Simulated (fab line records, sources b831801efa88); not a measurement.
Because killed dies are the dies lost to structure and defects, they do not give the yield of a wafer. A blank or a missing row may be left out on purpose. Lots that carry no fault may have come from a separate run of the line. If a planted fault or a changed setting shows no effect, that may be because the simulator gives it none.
Struck lot and sound lot, side by side    flow sky130    15 out of 708 route steps
Sound: the wafers L275.1, L275.3, L275.5. Struck: wafers L269.1, L269.3, L269.6. The cause is named last.
At each step with rows: each side's tool, then ch and its chambers, then its first start. Under that, the readings that differ: sound wafers    struck wafers    difference of the means    sigmas: that difference in standard deviations of wafers without a fault.
alike: a reading whose means differ by less than 2 such deviations, as well as words and numbers matching on both sides. not compared: withheld readings; readings where some wafer has no value; bounds like >300 that might hide an equal value; numbers whose values overlap and for which the record gives no deviation.
A row with sigmas, a row that says differs or no value, or rows on one side alone: a step with any of these is where the two part. When numbers do not overlap yet have no deviation, they are printed without sigmas and do not part them. A reading missing from all wafers of one side parts the sides only when that side holds two or more wafers.

SKY_POLY_GATE_THK_MEAS_21:
  sound on filmMetro-01 at day 22 15:22; struck on filmMetro-01 at day 20 08:50
  alike: POLY_GATE_OXIDATION_THK
SKY_POLY_GATE_CD_MEAS_22:
  sound on cdSem-01 at day 22 15:26; struck on cdSem-01 at day 20 08:53
  alike: cdNm
then, 7 steps without rows for these wafers: SKY_LDD_N_DEHYDRATE_00 (time 60 s); SKY_LDD_N_HMDS_01 (prime time 60 s); SKY_LDD_N_COAT_02 (resist thk 300 nm); SKY_LDD_N_SOFTBAKE_03 (time 60 s); SKY_LDD_N_EXPOSE_04 (exposes mask NTM, target cd 840 nm); SKY_LDD_N_PEB_05; SKY_LDD_N_DEVELOP_06 (develop time 60 s).
SKY_LDD_N_OVL_MEAS_07:
  sound on overlay-01 at day 23 21:18; struck on overlay-01 at day 21 15:25
  alike: LDD_N_OVL
then, 2 steps without rows for these wafers: SKY_LDD_N_IMPLANT_08; SKY_LDD_N_IMPLANT_09.
SKY_LDD_N_IMPLANT_10:
  sound on implanter-03 ch 0, day 23 21:38; struck on implanter-01 ch 0, day 21 15:45
reading                   sound                 struck                difference  sigmas
beamEnergyKeV             19.999 20.009 20.005  17.020 17.018 17.008  -2.989      -99 or more
model.implant.rpNm (nm)   15.52 15.52 15.52     13.97 13.97 13.97     -1.55       
model.implant.drpNm (nm)  7.212 7.212 7.212     6.458 6.458 6.458     -0.754      
  alike: beamOnS
after that, 1 step had no rows for these wafers: SKY_LDD_N_IMPLANT_11.
-- a jump in the record: the struck wafers' starts before and after are 27 days apart (it breaks off in module LDD_N and resumes in module PAD_OPEN, where the first step shown is number 708 of the route) --
SKY_PAD_OPEN_PROBE_99:
  sound on prober-01 at day 49 14:19; struck on prober-01 at day 48 08:34
reading                   sound            struck             difference  sigmas
model.etest.tipN.rsOhmSq  444 440.3 444.4  449.7 444.6 447.2  +4.3        
  alike: killed_at_M0_to_M3, killed_at_M4_up, killedAtContacts, killedAtFrontEnd, killedAtOther, killedDies, killedOpen, killedShort

== WHERE THEY PART ==
Only at SKY_LDD_N_IMPLANT_10, within this record. Later steps at which nothing parts them and some readings are alike: SKY_PAD_OPEN_PROBE_99.

WHY: what the simulator had put in
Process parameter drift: implanter-01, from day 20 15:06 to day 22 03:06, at SKY_LDD_N_IMPLANT_10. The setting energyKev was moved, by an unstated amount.
